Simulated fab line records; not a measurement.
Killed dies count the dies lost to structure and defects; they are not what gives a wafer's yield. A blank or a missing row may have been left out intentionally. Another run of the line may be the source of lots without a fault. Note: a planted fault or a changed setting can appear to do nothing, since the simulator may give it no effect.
Comparing a struck lot with a sound one	flow sky130	15 steps out of a route of 708
Sound: wafers L708.1, L708.2, L708.3. The struck wafers were L720.2, L720.3, L720.5. The cause is named last.
Order at every step that has rows: each side's tool, ch and its chambers, its first start. Under that, the readings that differ: sound wafers	struck wafers	difference of the means	sigmas: that difference in standard deviations of wafers without a fault.
alike: a reading whose means differ by less than 2 such deviations, as well as words and numbers matching on both sides. not compared: withheld readings; readings where some wafer has no value; bounds like >300 that might hide an equal value; numbers whose values overlap and for which the record gives no deviation.
Wherever a step has rows on one side only, a row that says differs or no value, or a row with sigmas, the two part there. Numbers that don't overlap but have no deviation are shown without sigmas and don't part them. A reading missing from all wafers of one side parts the sides only when that side holds two or more wafers.

first, 2 steps without rows for these wafers: SKY_GATE_OXIDE_IMPLANT_11; SKY_GATE_OXIDE_WET_ETCH_12 (etches SiO2 in dHF, target depth 16.8 nm, time 336 s).
SKY_GATE_OXIDE_STRIP_13: strips in O2/N2.
  sound on plasma-asher-01 ch 0,1, day 14 08:59; struck on plasma-asher-01 ch 1, day 18 12:17
  alike: drypump-motor-current-A, oes-product-au, strip-time-to-endpoint-s
  not compared: rf-hours-counter-h
SKY_GATE_OXIDE_TW_MEAS_14:
  struck on film-metro-01, day 18 12:24; sound on film-metro-02, day 14 09:05
  alike: GATE_OXIDE_TW
then, 3 steps without rows for these wafers: SKY_GATE_OXIDE_CLEAN_15 (cleans in SC1/SC2, time 150 s); SKY_GATE_OXIDE_OXIDATION_16 (stabilise 600 s, purge 300 s, target thk 3.57 nm); SKY_POLY_GATE_CVD_00 (deposits poly-Si, target thk 180 nm, time 720 s).
SKY_POLY_GATE_THK_MEAS_01:
  struck on film-metro-02, day 18 16:52; sound on film-metro-03, day 14 13:58
  alike: POLY_GATE_CVD_00_THK
then, 4 steps without rows for these wafers: SKY_RES_PROTECT_DEHYDRATE_00 (time 60 s); SKY_RES_PROTECT_HMDS_01 (prime time 60 s); SKY_RES_PROTECT_COAT_02 (resist thk 1140 nm); SKY_RES_PROTECT_SOFTBAKE_03 (time 60 s).
SKY_RES_PROTECT_EXPOSE_04: exposes mask RPM, target cd 1270 nm.
  sound on iline-stepper-01 ch 0, day 15 02:41; struck on iline-stepper-01 ch 0, day 19 09:04
reading	sound	struck	difference	sigmas
mask	RPM#0 RPM#0 RPM#0	RPM_R1#0 RPM_R1#0 RPM_R1#0	differs	
following that, these wafers have no rows for 1 step: SKY_RES_PROTECT_PEB_05.
-- here the record skips 30 days between the struck wafers' starts before and after, leaving off in module RES_PROTECT and picking up in module PAD_OPEN (first step shown: number 708 of the route) --
SKY_PAD_OPEN_PROBE_99:
  only the struck wafers here have rows in the record (prober-01, day 49 03:37); the sound ones have none

## WHERE THEY PART
First at SKY_RES_PROTECT_EXPOSE_04; last, within this record, at SKY_PAD_OPEN_PROBE_99.

WHY: what had been put in by the simulator
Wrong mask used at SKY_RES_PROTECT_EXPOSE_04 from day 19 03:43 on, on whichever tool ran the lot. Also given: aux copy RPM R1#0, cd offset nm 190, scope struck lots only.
